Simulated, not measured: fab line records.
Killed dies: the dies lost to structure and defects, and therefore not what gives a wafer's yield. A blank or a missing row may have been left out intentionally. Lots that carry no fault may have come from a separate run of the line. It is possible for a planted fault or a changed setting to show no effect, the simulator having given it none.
Chamber matching || flow sky130 || SKY_VIA3_CMP_02 on cmp-02: 4 sister chambers
The step polishes SiO2. 8 wafers are shown with their chamber, then 7 later ones without.

== EACH WAFER AND ITS CHAMBER ==
{"wafer": "L877.3", "chamber": 3, "motor-current-A (A)": 11.8}
{"wafer": "L880.1", "chamber": 1, "motor-current-A (A)": 13.4}
{"wafer": "L880.6", "chamber": 0, "motor-current-A (A)": 12.3}
{"wafer": "L882.3", "chamber": 2, "motor-current-A (A)": 12.8}
{"wafer": "L882.4", "chamber": 3, "motor-current-A (A)": 12.5}
{"wafer": "L882.6", "chamber": 1, "motor-current-A (A)": 13.5}
{"wafer": "L885.1", "chamber": 2, "motor-current-A (A)": 13.7}
{"wafer": "L885.2", "chamber": 0, "motor-current-A (A)": 12.3}

== WAFERS WHOSE CHAMBER IS MISSING ==
{"wafer": "L885.6", "motor-current-A (A)": 12.4}
{"wafer": "L895.1", "motor-current-A (A)": 13.5}
{"wafer": "L895.3", "motor-current-A (A)": 12.8}
{"wafer": "L895.5", "motor-current-A (A)": 12.4}
{"wafer": "L896.2", "motor-current-A (A)": 13.5}
{"wafer": "L896.3", "motor-current-A (A)": 11.5}
{"wafer": "L896.5", "motor-current-A (A)": 12.1}

== EACH ONE'S CHAMBER ==
{"wafer": "L885.6", "from the rows above": "can't be placed: 0 or 3 or 2", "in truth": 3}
{"wafer": "L895.1", "from the rows above": "can't be placed: 1 or 2", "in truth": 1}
{"wafer": "L895.3", "from the rows above": "can't be placed: 2 or 0 or 1 or 3", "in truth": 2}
{"wafer": "L895.5", "from the rows above": "can't be placed: 0 or 3 or 2", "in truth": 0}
{"wafer": "L896.2", "from the rows above": "can't be placed: 1 or 2", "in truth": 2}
{"wafer": "L896.3", "from the rows above": "can't be placed: 3 or 0", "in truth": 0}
{"wafer": "L896.5", "from the rows above": "can't be placed: 3 or 0", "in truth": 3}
0 of 7 placed correctly. Unplaceable from these rows: 7, with the true chamber sitting among the candidates in 7. Placed wrongly: 0.
How it was worked out, from the rows above alone: a wafer's distance from a chamber is the root of the sum, over the readings, of the square of ((its reading less the chamber's mean) divided by the reading's scatter). The wafer belongs to the nearest chamber; if the next one is less than 2 further off, it can't be placed. The mean given for a chamber averages the wafers shown for that chamber. The scatter: the root of (the sum of the squares of (reading less its chamber's mean) over the shown wafers, divided by (wafers less chambers)).
